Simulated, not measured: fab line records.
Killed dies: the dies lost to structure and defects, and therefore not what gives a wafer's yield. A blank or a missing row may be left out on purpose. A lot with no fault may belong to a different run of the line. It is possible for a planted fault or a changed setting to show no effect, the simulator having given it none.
What tool caused it? + flow gf180mcu + 14 lots with 42 wafers sampled at 5 steps, on a route of 602 steps

## WHAT EACH GAUGE READ, for each wafer
GF_STI_THK_MEAS_04.
| lot  | measured    | on            | STI_CVD_03_THK (nm) |
|------|-------------|---------------|---------------------|
| L741 | day 1 13:34 | film_metro-01 | 209.9 211.5 209.8   |
| L744 | day 2 04:54 | film_metro-03 | 206.5 208.1 206.1   |
| L745 | day 2 09:34 | film_metro-03 | 204.7 204.1 202.7   |
| L746 | day 2 14:59 | film_metro-01 | 205.6 208.8 208.3   |
| L747 | day 2 20:58 | film_metro-01 | 207.4 206.9 208.5   |
| L748 | day 3 00:38 | film_metro-01 | 205.9 204.5 207.9   |
| L749 | day 3 06:07 | film_metro-03 | 207.0 206.5 207.2   |
| L750 | day 3 10:34 | film_metro-02 | 204.8 206.7 207.2   |
| L752 | day 3 20:41 | film_metro-03 | 205.8 206.5 207.8   |
| L754 | day 4 06:35 | film_metro-02 | 206.2 207.3 205.4   |
| L759 | day 5 07:44 | film_metro-02 | 207.4 207.9 207.3   |
| L761 | day 5 17:34 | film_metro-03 | 207.6 208.5 207.9   |
| L763 | day 6 03:34 | film_metro-01 | 205.0 203.9 204.1   |
| L764 | day 6 09:48 | film_metro-03 | 205.8 205.9 205.7   |

GF_DNWELL_TW_MEAS_09.
| lot  | measured    | on            | DNWELL_TW      |
|------|-------------|---------------|----------------|
| L741 | day 2 18:43 | film_metro-02 | 1335 1336 1336 |
| L744 | day 3 10:43 | film_metro-02 | 1336 1338 1338 |
| L745 | day 3 16:33 | film_metro-04 | 1368 1363 1371 |
| L746 | day 3 20:55 | film_metro-02 | 1330 1329 1334 |
| L747 | day 4 02:28 | film_metro-04 | 1370 1369 1367 |
| L748 | day 4 09:28 | film_metro-03 | 1363 1363 1365 |
| L749 | day 4 12:10 | film_metro-03 | 1364 1377 1382 |
| L750 | day 4 17:19 | film_metro-02 | 1344 1333 1338 |
| L752 | day 5 04:57 | film_metro-04 | 1366 1380 1375 |
| L754 | day 5 14:56 | film_metro-02 | 1356 1356 1357 |
| L759 | day 6 17:28 | film_metro-02 | 1342 1339 1348 |
| L761 | day 7 05:49 | film_metro-02 | 1333 1329 1332 |
| L763 | day 7 15:37 | film_metro-02 | 1347 1337 1338 |
| L764 | day 8 02:10 | film_metro-04 | 1367 1360 1359 |

GF_VT_IMPLANT_OVL_MEAS_29.
| lot  | measured     | on         | VT_IMPLANT_02_OVL (nm) |
|------|--------------|------------|------------------------|
| L741 | day 6 22:26  | overlay-01 | 0.4 3.1 2.5            |
| L744 | day 7 16:01  | overlay-01 | 0.0 0.7 0.2            |
| L745 | day 8 00:00  | overlay-01 | -2.4 -0.8 -1.0         |
| L746 | day 8 07:21  | overlay-01 | 2.0 2.4 2.3            |
| L747 | day 8 09:54  | overlay-02 | 1.6 1.8 1.4            |
| L748 | day 8 20:19  | overlay-01 | 1.6 1.1 1.4            |
| L749 | day 9 01:37  | overlay-01 | 1.6 1.2 0.5            |
| L750 | day 9 06:37  | overlay-02 | -1.5 -0.3 -1.0         |
| L752 | day 9 22:09  | overlay-02 | 1.5 0.9 1.1            |
| L754 | day 10 08:35 | overlay-01 | 1.4 0.9 0.3            |
| L759 | day 11 19:28 | overlay-01 | 0.1 0.9 -0.2           |
| L761 | day 12 09:55 | overlay-01 | 1.4 1.8 1.9            |
| L763 | day 12 20:22 | overlay-02 | -0.5 -1.3 -0.4         |
| L764 | day 13 10:35 | overlay-02 | 0.2 -1.3 -1.0          |

GF_VT_IMPLANT_TW_MEAS_43.
| lot  | measured     | on            | VT_IMPLANT_4_TW |
|------|--------------|---------------|-----------------|
| L741 | day 7 14:05  | film_metro-02 | 679 679 681     |
| L744 | day 8 09:07  | film_metro-04 | 697 694 694     |
| L745 | day 8 17:17  | film_metro-01 | 697 694 696     |
| L746 | day 9 00:23  | film_metro-02 | 685 685 685     |
| L747 | day 9 02:48  | film_metro-04 | 703 700 702     |
| L748 | day 9 13:27  | film_metro-04 | 703 702 700     |
| L749 | day 9 19:38  | film_metro-01 | 699 703 702     |
| L750 | day 10 00:27 | film_metro-02 | 689 692 691     |
| L752 | day 10 16:33 | film_metro-02 | 687 692 686     |
| L754 | day 11 03:35 | film_metro-02 | 853 856 854     |
| L759 | day 12 14:50 | film_metro-01 | 868 870 872     |
| L761 | day 13 05:46 | film_metro-01 | 695 695 702     |
| L763 | day 13 16:45 | film_metro-02 | 700 698 701     |
| L764 | day 14 07:10 | film_metro-02 | 693 696 693     |

## WHICH TOOL RAN EACH LOT (tool, then ch and the chambers of the sampled wafers, then the start)
| lot  | GF_VT_IMPLANT_IMPLANT_41        |
|------|---------------------------------|
| L741 | implanter-04 ch 0, day 7 13:50  |
| L744 | implanter-03 ch 0, day 8 08:53  |
| L745 | implanter-03 ch 0, day 8 17:02  |
| L746 | implanter-03 ch 0, day 9 00:08  |
| L747 | implanter-04 ch 0, day 9 02:33  |
| L748 | implanter-03 ch 0, day 9 13:13  |
| L749 | implanter-04 ch 0, day 9 19:20  |
| L750 | implanter-01 ch 0, day 10 00:13 |
| L752 | implanter-01 ch 0, day 10 16:18 |
| L754 | implanter-03 ch 0, day 11 02:53 |
| L759 | implanter-03 ch 0, day 12 14:17 |
| L761 | implanter-01 ch 0, day 13 05:31 |
| L763 | implanter-01 ch 0, day 13 16:31 |
| L764 | implanter-04 ch 0, day 14 06:55 |
- GF_VT_IMPLANT_IMPLANT_41

## WHAT THE TOOLS THEMSELVES READ (means of the sampled wafers that have a number; where no wafer has one, the mark that the record gives instead)
The record holds no such reading with a usual standard deviation.

## THE ANSWER, worked out from the rows above alone
Rule: the usual values come from the lots themselves. The widest of any qualifying gaps counts: lots, ordered by their means at a reading, are off when they make up no more than a third of the lots, leave a main group of 4 or more, and stand apart from it by 3 or more times the standard deviation of that group's means. A main group whose means are all the same, to the digits that the tables above print for the reading, isn't used. A lot without any number at a reading at which 4 lots or more have one is off too. The other lots that the step has rows for count as sound. Order of review: gauges by route order, followed by the tools' own readings, for which a lot's mean as printed above is used. At the first step where some lot is off, the reading lying furthest off is the one used; lots without a number count as furthest.
Off: at GF_VT_IMPLANT_TW_MEAS_43 (VT_IMPLANT_4_TW), L754, L759. The main group has a mean of 694 with a standard deviation of 6.8.
A tool fits if, at a process step before that reading, it ran every lot that is off, and no sound lot after the first of them. Those tools and the gauges at GF_VT_IMPLANT_TW_MEAS_43 are tried in the same way. One fits: implanter-03 at GF_VT_IMPLANT_IMPLANT_41. A fault onset in the window from L748 (day 9 13:13, its last sound lot) to L754 (day 11 02:53, its first lot off) fits.

## WHAT HAD BEEN PUT IN BY THE SIMULATOR
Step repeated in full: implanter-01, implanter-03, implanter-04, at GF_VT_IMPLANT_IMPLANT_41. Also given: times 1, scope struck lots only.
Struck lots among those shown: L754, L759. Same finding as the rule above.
